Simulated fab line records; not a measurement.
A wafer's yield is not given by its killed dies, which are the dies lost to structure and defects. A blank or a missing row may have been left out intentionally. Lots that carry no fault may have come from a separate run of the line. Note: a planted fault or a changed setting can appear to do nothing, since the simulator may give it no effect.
fab line records    flow sky130
record: lots: 11  wafers: 33  lastDay: 50
route steps=708 shown SD_P@359 LI_CONTACT@376 LOCAL_INTERCONNECT@400 PAD_OPEN@708
lots with no fault: from the same line, run without faults
startH: hours from the record's opening day to when the first of the lot's shown wafers began    waitH: hours elapsed since this lot's preceding step    " as in the row above    L1.1+2: several wafers, shown together as one row    - no value, or no start given    * or withheld: withheld    < > ~ a bound
route shown NAME@n: NAME is a module with steps in the file, n the number in the route of the first one    usual: mean and standard deviation over wafers with no fault    same: alike in all rows    chamber/n: place in a boat    sites: each site's reading    _std_site: the standard deviation of these    _edge_site: the outer-site mean with the inner-site mean subtracted    radiusMm: how far each site lies from the wafer's centre    mask NAME#n: copy n    behind: the most recent tool/chamber to have shaped the wafer    hold: why the lot was held/for how many hours/how that ended    device: transistor that didn't switch, given as n, p or np    end of line: at the end of the route, the tests of the same wafers    step lacking rows: just its recipe    killed: at the first sort, the dies lost to defects and structure; wafer yield is something else    map: a wafer's dies, marking killed ones x, the rest . and places with no die _
set.NAME: the setting as run; set.NAME@STEP: as run at that earlier step    model.NAME: the simulator's own value behind a step, which no gauge read
the route's steps for a sample of lots (tables are steps, rows are wafers)
services: from which hour (startH, from the record's first day; less than 0 if before it) a tool's chamber was out of use, for how many hours, and why
== steps ==
step: SKY_SD_N_RS_MEAS_17
recipe: thkMeasGauge: four-point-probe
usual: SD_P_RS: 148.2/0.42
lot.wafer  tool          chamber  startH  waitH  SD_P_RS[ohm/sq]
L455.1     filmMetro-03  -        692.40  0.1    148.0
L455.3     "             -        "       "      148.7
L455.5     "             -        "       "      147.8
L457.1     filmMetro-03  -        712.65  0.1    148.0
L457.3     "             -        "       "      148.4
L457.5     "             -        "       "      148.3
L459.1     filmMetro-03  -        714.41  0.1    148.3
L459.4     "             -        "       "      148.4
L459.6     "             -        "       "      148.7
L466.2     filmMetro-03  -        765.08  0.1    147.5
L466.3     "             -        "       "      147.9
L466.5     "             -        "       "      147.9
L467.1     filmMetro-02  -        767.25  0.1    147.9
L467.3     "             -        "       "      148.2
L467.6     "             -        "       "      148.4
L468.4     filmMetro-02  -        771.90  0.1    149.1
L468.5     "             -        "       "      148.6
L468.6     "             -        "       "      148.5
L470.3     filmMetro-03  -        804.08  0.1    147.3
L470.4     "             -        "       "      147.4
L470.6     "             -        "       "      147.8
L471.2     filmMetro-03  -        812.26  0.1    147.9
L471.4     "             -        "       "      148.2
L471.5     "             -        "       "      148.1
L473.1     filmMetro-03  -        816.55  0.1    148.4
L473.4     "             -        "       "      147.9
L473.6     "             -        "       "      148.0
L472.1     filmMetro-03  -        818.34  0.1    148.2
L472.4     "             -        "       "      148.0
L472.6     "             -        "       "      148.1
L475.2     filmMetro-01  -        834.18  0.1    148.3
L475.3     "             -        "       "      147.8
L475.5     "             -        "       "      148.1
step: SKY_LI_CONTACT_ETCH_14
recipe: chemistry: N2/H2  target: BARC  ionEnergyEv: 200  sourceW: 500  biasW: 100  pressureMtorr: 30  n2FlowSccm: 100  h2FlowSccm: 200  stopOn: SiO2  timeS: 45.9  targetDepthA: 600
usual: drypumpMotorCurrentA: 5.8/0.44  oesProductAu: 0.855/0.0047  throttleValvePct: 13.226/0.0093
same: timeS: 45.9
lot.wafer  tool        chamber  startH  waitH  drypumpMotorCurrentA  oesProductAu  rfHoursCounterH  throttleValvePct
L455.1     rieDiel-02  0        720.69  0.0    6.2                   0.855         0                13.207
L455.3     "           1        "       "      6.3                   0.849         5                13.203
L455.5     "           3        "       "      6.1                   0.856         -                13.226
L457.1     rieDiel-03  1        740.69  0.0    5.4                   0.856         1                13.217
L457.3     "           0        "       "      5.5                   0.850         19               13.231
L457.5     "           0        "       "      5.5                   0.856         -                13.220
L459.1     rieDiel-02  1        743.00  0.0    6.3                   0.858         6                13.236
L459.4     "           0        "       "      6.1                   0.864         1                13.223
L459.6     "           1        "       "      6.3                   0.861         -                13.233
L466.2     rieDiel-01  0        792.68  0.0    5.0                   0.857         20               13.228
L466.3     "           3        "       "      6.0                   0.864         5                13.221
L466.5     "           0        "       "      5.0                   0.852         -                13.231
L467.1     rieDiel-02  0        794.18  0.0    6.2                   0.849         3                13.213
L467.3     "           2        "       "      5.6                   0.859         11               13.242
L467.6     "           3        "       "      6.1                   0.854         -                13.232
L468.4     rieDiel-01  1        798.73  0.0    5.8                   0.858         8                13.233
L468.5     "           2        "       "      5.7                   0.859         -                13.247
L468.6     "           3        "       "      6.0                   0.858         -                13.229
L470.3     rieDiel-02  1        831.23  0.0    6.3                   0.856         9                13.230
L470.4     "           2        "       "      5.7                   0.855         -                13.224
L470.6     "           1        "       "      6.3                   0.853         -                13.222
L471.2     rieDiel-02  1        839.19  0.0    6.3                   0.857         10               13.202
L471.4     "           2        "       "      5.7                   0.854         -                13.233
L471.5     "           1        "       "      6.3                   0.851         -                13.224
L473.1     rieDiel-02  2        843.65  0.0    5.6                   0.860         13               13.223
L473.4     "           1        "       "      6.3                   0.858         10               13.232
L473.6     "           2        "       "      5.7                   0.867         -                13.211
L472.1     rieDiel-01  0        845.18  0.0    4.9                   0.852         22               13.232
L472.4     "           1        "       "      5.8                   0.844         9                13.222
L472.6     "           0        "       "      4.9                   0.858         -                13.218
L475.2     rieDiel-03  0        861.23  0.0    5.5                   0.848         21               13.229
L475.3     "           1        "       "      5.3                   0.851         2                13.226
L475.5     "           0        "       "      5.5                   0.850         -                13.229
step: SKY_LI_CONTACT_CVD_21
recipe: material: W  targetThkNm: 400  timeS: 120.56  tempC: 400  pressureTorr: 40
usual: chamberPressureTorr: 39.99/0.087  heaterPowerOuterW: 560/78  heaterPowerW: 883/100  susceptorTempC: 400.00/0.21  timeS: 120.56/0
lot.wafer  tool     chamber  startH  waitH  chamberPressureTorr  heaterPowerOuterW  heaterPowerW  susceptorTempC  timeS
L455.1     cvdW-02  1        721.25  0.0    39.89                510                765           400.30          120.56
L455.3     "        0        "       "      39.87                688                1022          400.04          120.56
L455.5     "        0        "       "      39.85                670                1059          400.18          120.56
L457.1     cvdW-01  0        741.25  0.0    39.94                528                865           399.61          120.56
L457.3     "        1        "       "      40.01                497                838           400.15          120.56
L457.5     "        1        "       "      40.03                492                828           400.23          120.56
L459.1     cvdW-02  0        743.56  0.0    39.91                688                1022          399.86          120.56
L459.4     "        1        "       "      40.09                503                771           400.21          120.56
L459.6     "        1        "       "      40.11                509                766           399.84          120.56
L466.2     cvdW-01  0        793.24  0.0    -                    -                  -             -               -
L466.3     "        0        "       "      -                    -                  -             -               -
L466.5     "        1        "       "      -                    -                  -             -               -
L467.1     cvdW-01  0        794.76  0.0    -                    -                  -             -               -
L467.3     "        1        "       "      -                    -                  -             -               -
L467.6     "        0        "       "      -                    -                  -             -               -
L468.4     cvdW-02  0        799.33  0.1    -                    -                  -             -               -
L468.5     "        0        "       "      -                    -                  -             -               -
L468.6     "        1        "       "      -                    -                  -             -               -
L470.3     cvdW-02  1        831.83  0.1    39.99                512                791           399.93          120.56
L470.4     "        0        "       "      39.98                694                1027          399.92          120.56
L470.6     "        1        "       "      40.20                504                774           399.76          120.56
L471.2     cvdW-02  0        840.28  0.0    39.76                675                1026          400.14          120.56
L471.4     "        1        "       "      40.09                493                785           399.85          120.56
L471.5     "        0        "       "      39.87                689                1053          400.10          120.56
L473.1     cvdW-02  1        844.21  0.0    39.93                501                775           399.86          120.56
L473.4     "        0        "       "      39.99                665                1020          400.28          120.56
L473.6     "        1        "       "      39.97                515                762           399.73          120.56
L472.1     cvdW-02  1        845.75  0.0    40.15                520                787           400.19          120.56
L472.4     "        0        "       "      40.01                671                1033          399.94          120.56
L472.6     "        0        "       "      40.07                676                1026          399.75          120.56
L475.2     cvdW-02  1        861.79  0.0    39.90                501                774           399.72          120.56
L475.3     "        0        "       "      40.00                692                1064          399.92          120.56
L475.5     "        0        "       "      39.99                672                1045          399.97          120.56
step: SKY_LI_CONTACT_RS_MEAS_22
recipe: thkMeasGauge: four-point-probe  reads: W_of_LI_CONTACT_CVD_21+TiN_of_LI_CONTACT_SPUTTER_20+Ti_of_LI_CONTACT_SPUTTER_19
usual: LI_CONTACT_W_RS: 0.284/0.0037
lot.wafer  tool          chamber  startH  waitH  LI_CONTACT_W_RS[ohm/sq]
L455.1     filmMetro-02  -        721.38  0.1    0.288
L455.3     "             -        "       "      0.292
L455.5     "             -        "       "      0.289
L457.1     filmMetro-01  -        741.38  0.1    0.283
L457.3     "             -        "       "      0.289
L457.5     "             -        "       "      0.283
L459.1     filmMetro-01  -        743.69  0.1    0.286
L459.4     "             -        "       "      0.287
L459.6     "             -        "       "      0.286
L466.2     filmMetro-01  -        793.39  0.1    24.886
L466.3     "             -        "       "      24.809
L466.5     "             -        "       "      24.863
L467.1     filmMetro-01  -        794.88  0.1    25.029
L467.3     "             -        "       "      24.842
L467.6     "             -        "       "      24.890
L468.4     filmMetro-02  -        799.48  0.1    25.289
L468.5     "             -        "       "      25.253
L468.6     "             -        "       "      25.128
L470.3     filmMetro-03  -        831.96  0.1    0.289
L470.4     "             -        "       "      0.286
L470.6     "             -        "       "      0.288
L471.2     filmMetro-03  -        840.42  0.1    0.285
L471.4     "             -        "       "      0.287
L471.5     "             -        "       "      0.286
L473.1     filmMetro-02  -        844.34  0.1    0.289
L473.4     "             -        "       "      0.289
L473.6     "             -        "       "      0.291
L472.1     filmMetro-03  -        845.88  0.1    0.283
L472.4     "             -        "       "      0.284
L472.6     "             -        "       "      0.281
L475.2     filmMetro-01  -        861.94  0.1    0.288
L475.3     "             -        "       "      0.287
L475.5     "             -        "       "      0.286
step: SKY_LI_CONTACT_THK_MEAS_23
recipe: thkMeasGauge: xrf  reads: W_of_LI_CONTACT_CVD_21
usual: LI_CONTACT_W_THK: 392/6.5
lot.wafer  tool          chamber  startH  waitH  LI_CONTACT_W_THK[nm]
L455.1     filmMetro-02  -        721.50  0.1    388
L455.3     "             -        "       "      384
L455.5     "             -        "       "      390
L457.1     filmMetro-01  -        741.50  0.1    399
L457.3     "             -        "       "      388
L457.5     "             -        "       "      393
L459.1     filmMetro-01  -        743.81  0.1    389
L459.4     "             -        "       "      392
L459.6     "             -        "       "      391
L466.2     filmMetro-01  -        793.50  0.1    <0
L466.3     "             -        "       "      -
L466.5     "             -        "       "      <0
L467.1     filmMetro-01  -        795.00  0.1    <0
L467.3     "             -        "       "      -
L467.6     "             -        "       "      <0
L468.4     filmMetro-02  -        799.57  0.1    <0
L468.5     "             -        "       "      -
L468.6     "             -        "       "      -
L470.3     filmMetro-03  -        832.06  0.1    381
L470.4     "             -        "       "      385
L470.6     "             -        "       "      384
L471.2     filmMetro-03  -        840.53  0.1    387
L471.4     "             -        "       "      383
L471.5     "             -        "       "      386
L473.1     filmMetro-02  -        844.46  0.1    385
L473.4     "             -        "       "      386
L473.6     "             -        "       "      387
L472.1     filmMetro-03  -        846.00  0.1    389
L472.4     "             -        "       "      385
L472.6     "             -        "       "      389
L475.2     filmMetro-01  -        862.05  0.1    389
L475.3     "             -        "       "      387
L475.5     "             -        "       "      388
step: SKY_LOCAL_INTERCONNECT_ETCH_13
recipe: chemistry: N2/H2  target: BARC  ionEnergyEv: 200  biasW: 100  pressureMtorr: 30  n2FlowSccm: 100  h2FlowSccm: 200  icpW: 500  stopOn: SiO2  timeS: 45.9  targetDepthA: 600
usual: drypumpMotorCurrentA: 5.8/0.39  oesProductAu: 0.855/0.0056  throttleValvePct: 13.225/0.0091
same: timeS: 45.9
lot.wafer  tool         chamber  startH  waitH  drypumpMotorCurrentA  oesProductAu  rfHoursCounterH  throttleValvePct
L455.1     rieMetal-02  1        750.04  0.0    5.7                   0.850         1                13.228
L455.3     "            0        "       "      5.4                   0.838         -                13.230
L455.5     "            0        "       "      5.4                   0.855         -                13.223
L457.1     rieMetal-02  1        769.30  0.0    5.7                   0.856         2                13.212
L457.3     "            1        "       "      5.7                   0.858         -                13.231
L457.5     "            0        "       "      5.4                   0.851         -                13.218
L459.1     rieMetal-01  0        771.49  0.0    6.3                   0.853         4                13.217
L459.4     "            0        "       "      6.3                   0.851         -                13.224
L459.6     "            1        "       "      6.5                   0.854         -                13.212
L470.3     rieMetal-01  0        858.92  0.0    6.3                   0.864         -                13.226
L470.4     "            1        "       "      6.5                   0.860         -                13.238
L470.6     "            1        "       "      6.5                   0.865         -                13.232
L471.2     rieMetal-01  0        866.50  0.0    6.3                   0.852         8                13.233
L471.4     "            1        "       "      6.5                   0.855         -                13.225
L471.5     "            1        "       "      6.5                   0.850         -                13.215
L473.1     rieMetal-02  0        870.60  0.0    5.4                   0.864         10               13.226
L473.4     "            1        "       "      5.7                   0.862         -                13.230
L473.6     "            1        "       "      5.7                   0.845         -                13.210
L472.1     rieMetal-01  1        872.91  0.0    6.5                   0.861         3                13.221
L472.4     "            1        "       "      6.5                   0.856         -                13.232
L472.6     "            1        "       "      6.5                   0.851         -                13.221
L475.2     rieMetal-04  0        888.25  0.0    5.6                   0.860         15               13.242
L475.3     "            1        "       "      5.6                   0.855         -                13.212
L475.5     "            0        "       "      5.7                   0.846         -                13.223
step: SKY_PAD_OPEN_PROBE_99
usual: killed_at_M0_to_M3: 43/7.4  killed_at_M4_up: 3.1/1.8  killedAtContacts: 26/5.6  killedAtFrontEnd: 15/4.9  killedAtOther: 0.2/0.44  killedDies: 87/10  killedOnRim: 17/3.7  killedOpen: 48/7.6  killedShort: 39/6.2
same: grossDies: 492  killedAtBackSide: 0
lot.wafer  tool       chamber  startH   waitH  killed_at_M0_to_M3  killed_at_M4_up  killedAtContacts  killedAtFrontEnd  killedAtOther  killedDies  killedOnRim  killedOpen  killedShort
L466.2     prober-01  -        1159.05  0.1    44                  6                427               15                0              492         96           41          48
L466.3     prober-01  -        1159.10  0.2    44                  2                426               20                0              492         96           47          43
L466.5     prober-01  -        1159.20  0.2    39                  3                437               13                0              492         96           44          34
L467.1     prober-02  -        1160.97  0.1    44                  1                430               17                0              492         96           40          43
L467.3     prober-02  -        1161.07  0.2    48                  3                422               18                1              492         96           54          43
L467.6     prober-02  -        1161.22  0.2    38                  5                436               12                1              492         96           49          39
L468.4     prober-01  -        1163.03  0.2    49                  3                429               11                0              492         96           50          43
L468.5     prober-01  -        1163.08  0.2    47                  4                420               21                0              492         96           60          30
L468.6     prober-01  -        1163.13  0.2    49                  2                425               15                1              492         96           56          42
L471.2     prober-02  -        1188.43  0.1    44                  2                24                14                0              84          20           47          37
L471.4     prober-02  -        1188.53  0.2    42                  7                19                24                0              92          19           55          37
L471.5     prober-02  -        1188.58  0.2    47                  0                22                11                0              80          14           44          36
L473.1     prober-01  -        1189.44  0.1    33                  4                19                8                 0              64          11           35          29
L473.4     prober-01  -        1189.59  0.2    41                  4                25                13                0              83          16           46          37
L473.6     prober-01  -        1189.69  0.2    45                  2                40                7                 0              94          18           53          41
killed by level:class
L466.2 LI_CONTACT:areaCvd=403 CONTACT:geometricParticle:open=10 METAL2:geometricParticle:short=9 VIA1:geometricParticle:open=7 VIA2:geometricParticle:open=7 VIA3:geometricParticle:short=5 LI_CONTACT:geometricParticle:open=5 VIA3:geometricParticle:open=5
L466.3 LI_CONTACT:areaCvd=402 VIA3:geometricParticle:open=11 FIELD_ISO:geometricParticle:open=7 CONTACT:geometricParticle:open=7 VIA1:geometricParticle:open=7 FIELD_ISO:geometricParticle:short=6 LOCAL_INTERCONNECT:geometricParticle:short=6 METAL2:geometricParticle:short=6
L466.5 LI_CONTACT:areaCvd=414 CONTACT:geometricParticle:open=13 VIA2:geometricParticle:open=8 VIA1:geometricParticle:open=6 CONTACT:geometricParticle:short=5 METAL2:geometricParticle:short=5 VIA3:geometricParticle:short=4 FIELD_ISO:geometricParticle:short=3
L467.1 LI_CONTACT:areaCvd=409 VIA1:geometricParticle:open=14 METAL2:geometricParticle:short=8 LI_CONTACT:geometricParticle:open=7 CONTACT:geometricParticle:short=6 METAL1:geometricParticle:short=5 FIELD_ISO:geometricParticle:short=4 POLY_GATE:geometricParticle:open=4
L467.3 LI_CONTACT:areaCvd=394 VIA1:geometricParticle:open=18 CONTACT:geometricParticle:open=11 CONTACT:geometricParticle:short=6 VIA1:geometricParticle:short=6 FIELD_ISO:geometricParticle:short=5 LOCAL_INTERCONNECT:geometricParticle:short=5 METAL1:geometricParticle:short=5
L467.6 LI_CONTACT:areaCvd=404 VIA1:geometricParticle:open=15 CONTACT:geometricParticle:open=13 CONTACT:geometricParticle:short=11 LI_CONTACT:geometricParticle:open=5 VIA1:geometricParticle:short=5 FIELD_ISO:geometricParticle:open=4 METAL4:geometricParticle:short=4
L468.4 LI_CONTACT:areaCvd=399 CONTACT:geometricParticle:short=11 VIA3:geometricParticle:open=11 VIA1:geometricParticle:open=11 LOCAL_INTERCONNECT:geometricParticle:short=6 CONTACT:geometricParticle:open=6 VIA2:geometricParticle:open=6 LI_CONTACT:geometricParticle:open=5
L468.5 LI_CONTACT:areaCvd=402 VIA1:geometricParticle:open=16 POLY_GATE:geometricParticle:open=10 VIA2:geometricParticle:open=9 CONTACT:geometricParticle:open=8 VIA3:geometricParticle:open=7 FIELD_ISO:geometricParticle:open=6 LI_CONTACT:geometricParticle:open=4
L468.6 LI_CONTACT:areaCvd=393 CONTACT:geometricParticle:open=16 VIA1:geometricParticle:open=12 VIA2:geometricParticle:open=9 VIA3:geometricParticle:open=8 VIA1:geometricParticle:short=6 POLY_GATE:geometricParticle:short=5 LOCAL_INTERCONNECT:geometricParticle:short=5
L471.2 VIA1:geometricParticle:open=9 LI_CONTACT:geometricParticle:open=7 CONTACT:geometricParticle:open=7 METAL2:geometricParticle:short=7 CONTACT:geometricParticle:short=6 METAL1:geometricParticle:open=6 VIA2:geometricParticle:open=6 FIELD_ISO:geometricParticle:short=5
L471.4 FIELD_ISO:geometricParticle:open=10 VIA2:geometricParticle:open=10 METAL2:geometricParticle:short=9 LI_CONTACT:geometricParticle:open=8 CONTACT:geometricParticle:open=7 VIA3:geometricParticle:open=7 METAL4:geometricParticle:short=5 VIA1:geometricParticle:open=5
L471.5 VIA1:geometricParticle:open=11 VIA3:geometricParticle:open=10 METAL1:geometricParticle:short=9 CONTACT:geometricParticle:open=7 LI_CONTACT:geometricParticle:open=6 METAL2:geometricParticle:short=5 POLY_GATE:geometricParticle:short=4 CONTACT:geometricParticle:short=4
L473.1 LI_CONTACT:geometricParticle:open=10 VIA3:geometricParticle:open=7 VIA1:geometricParticle:short=6 CONTACT:geometricParticle:open=5 VIA1:geometricParticle:open=5 METAL2:geometricParticle:short=5 VIA2:geometricParticle:open=4 METAL4:geometricParticle:short=4
L473.4 CONTACT:geometricParticle:open=9 LI_CONTACT:geometricParticle:open=8 VIA1:geometricParticle:open=8 VIA3:geometricParticle:open=7 METAL2:geometricParticle:short=6 METAL1:geometricParticle:short=5 VIA2:geometricParticle:open=5 LOCAL_INTERCONNECT:geometricParticle:short=4
L473.6 LI_CONTACT:geometricParticle:open=12 CONTACT:geometricParticle:open=11 VIA3:geometricParticle:open=8 VIA1:geometricParticle:open=7 CONTACT:geometricParticle:short=7 METAL2:geometricParticle:short=7 LOCAL_INTERCONNECT:geometricParticle:short=5 VIA2:geometricParticle:open=5
== services ==
tool         chamber  startH  hours  kind
rieMetal-02  -        707.05  0.8    repair
cvdW-01      1        717.69  9.3    repair
rieDiel-01   3        725.02  4.3    repair
cvdW-02      0        725.14  2.4    repair
rieMetal-01  0        725.22  4.6    repair
rieDiel-02   -        750.08  0.1    repair
rieDiel-03   1        773.19  34.8   repair
rieDiel-03   2        777.16  9.3    repair
rieDiel-01   3        779.56  9.3    repair
rieDiel-03   -        782.46  14.6   pm
rieMetal-02  1        791.89  1.4    repair
cvdW-02      1        807.10  5.2    repair
rieMetal-01  0        823.68  3.1    repair
rieDiel-03   -        827.42  28.1   pm
rieDiel-02   -        843.79  0.2    repair
cvdW-01      1        845.77  10.6   repair
cvdW-02      -        847.07  0.7    repair
rieDiel-01   1        859.80  2.5    repair
rieDiel-02   1        872.88  7.9    repair
rieDiel-02   0        873.22  1.4    repair
rieMetal-01  1        875.61  3.7    repair
rieDiel-03   3        878.38  67.6   repair
rieDiel-01   2        886.68  11.1   repair
rieDiel-02   2        887.00  6.0    repair
== key ==
firstSign: step: SKY_LI_CONTACT_CVD_21  reading: toolRecord  direction: missing
effect: step: SKY_LI_CONTACT_RS_MEAS_22  reading: LI_CONTACT_W_RS  direction: up  sigmas: 99+  usual: 0.284  struck: 24.999
effect: step: SKY_LI_CONTACT_THK_MEAS_23  reading: LI_CONTACT_W_THK  direction: down  sigmas: 60  usual: 392  struck: <0
effect: step: SKY_PAD_OPEN_PROBE_99  reading: killedAtContacts  direction: up  sigmas: 72  usual: 26  struck: 428
moreKillsBornAt: SKY_LI_CONTACT_CVD_21@cvdW-01: 2420  SKY_LI_CONTACT_CVD_21@cvdW-02: 1183
metAt SKY_LI_CONTACT_CVD_21
struckLots L466,L467,L468
laterRowsLeftOut L466.2,L466.3,L466.5,L467.1,L467.3,L467.6,L468.4,L468.5,L468.6
testerLeftOut L466,L467,L468
notActingAt SKY_SD_N_RS_MEAS_17,SKY_LI_CONTACT_ETCH_14,SKY_LOCAL_INTERCONNECT_ETCH_13
onsetBetween 743.56 793.24
fault: kind: skippedStepWhole  tool: cvdW-01,cvdW-02  chamber: -  onsetH: 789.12  steps: SKY_LI_CONTACT_CVD_21  scope: struckLotsOnly
testerLeftOut: of these lots the tester's yield and bins aren't shown, on N5 and GAA mostly nor the transistor test; their killed dies are dies lost to structure and defects alone, not to doping, threshold or leakage, so they don't give the yield
laterRowsLeftOut: the simulator's readings of these wafers behind a module that went badly wrong aren't trusted and aren't shown, but for the sort
